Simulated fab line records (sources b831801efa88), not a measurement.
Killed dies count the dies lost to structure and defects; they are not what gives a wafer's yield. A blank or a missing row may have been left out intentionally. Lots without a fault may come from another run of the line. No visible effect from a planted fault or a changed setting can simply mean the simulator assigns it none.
One fault through the eyes of 2 desks -- flow gf180mcu -- each desk holds nothing but its own numbers, with what lay behind them at the end

## FROM THE METROLOGY DESK
Lot by lot, what the gauges showed, no matter which tool ran the lot: averages of those sampled wafers that carry a number. If a lot's mean is further than 4 standard deviations from the usual mean, the lot is out of limits and carries the mark OUT (the distance appears in the brackets).
Columns: A = INCOMING_BOW at GF_STI_BOW_MEAS_00, usual -1 um; B = DNWELL_TW at GF_DNWELL_TW_MEAS_09, usual 1360; C = cdNm at GF_HV_LDD_CD_MEAS_31, usual 399.9 nm
lot,first seen here,A,B,C
L423,day 1 10:00,-3,1361,396.4
L424,day 1 15:01,-4,1348,399.8
L426,day 2 01:01,-2,1357,397.5
L427,day 2 06:11,-2,1352,404.1
L428,day 2 11:01,-3,1350,400.6
L429,day 2 16:00,-1,1352,402.6
L430,day 2 21:00,-6,1370,398.8
L431,day 3 02:02,1,1360,400.8
L432,day 3 07:02,1,1368,399.3
L433,day 3 12:02,-0,1355,400.3
L434,day 3 17:02,2,1364,399.9
L442,day 5 09:00,-1,1520 (+20) OUT,397.7
L443,day 5 14:00,0,1508 (+19) OUT,402.7
L445,day 6 00:00,-6,1358,398.5
Per this desk, out of limits: L442, L443; the first was L442, day 7 03:28 (DNWELL_TW at GF_DNWELL_TW_MEAS_09). In limits: L423, L424, L426, L427, L428, L429, L430, L431, L432, L433, L434, L445.

## THE TOOL OWNER'S DESK: implanter-01
GF_DNWELL_IMPLANT_07, tool's own readings: per-lot mean of the sampled wafers with a number, covering each lot this tool ran. If a lot's mean is further than 4 standard deviations from the usual mean, the lot is out of limits and carries the mark OUT (the distance appears in the brackets).
Columns: A = doseIonsCm2 at GF_DNWELL_IMPLANT_07, usual 9.997e+12; B = faradayCurrentUA at GF_DNWELL_IMPLANT_07, usual 56.4
lot,first seen here,A,B
L424,day 3 00:23,1.000e+13,57.5
L426,day 3 10:59,9.987e+12,55.9
L428,day 3 20:47,9.994e+12,56.1
L432,day 4 19:34,9.971e+12,56.9
L434,day 5 03:51,9.989e+12,56.8
L442,day 7 03:13,1.422e+13 (+99 or more) OUT,79.8 (+19) OUT
L443,day 7 04:46,1.422e+13 (+99 or more) OUT,79.9 (+20) OUT
This desk's verdict: out of limits on L442, L443, starting with L442 at day 7 03:13 (doseIonsCm2 at GF_DNWELL_IMPLANT_07). In limits: L424, L426, L428, L432, L434.

## PUT TOGETHER
The tool owner's desk could have raised an alarm at day 7 03:13, on L442, L443.
On L442, L443, the metrology desk was in a position to raise an alarm at day 7 03:28.
All the named lots went through GF_DNWELL_IMPLANT_07 on implanter-01.

## WHAT THE SIMULATOR HAD INSERTED
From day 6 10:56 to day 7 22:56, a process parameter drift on implanter-01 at GF_DNWELL_IMPLANT_07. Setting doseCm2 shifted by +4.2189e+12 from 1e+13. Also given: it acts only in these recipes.
Shown lots that were struck: L442, L443.
Time in hours from fault onset to the first out-of-limits reading at each desk: tool owner's desk 16, metrology desk 17.
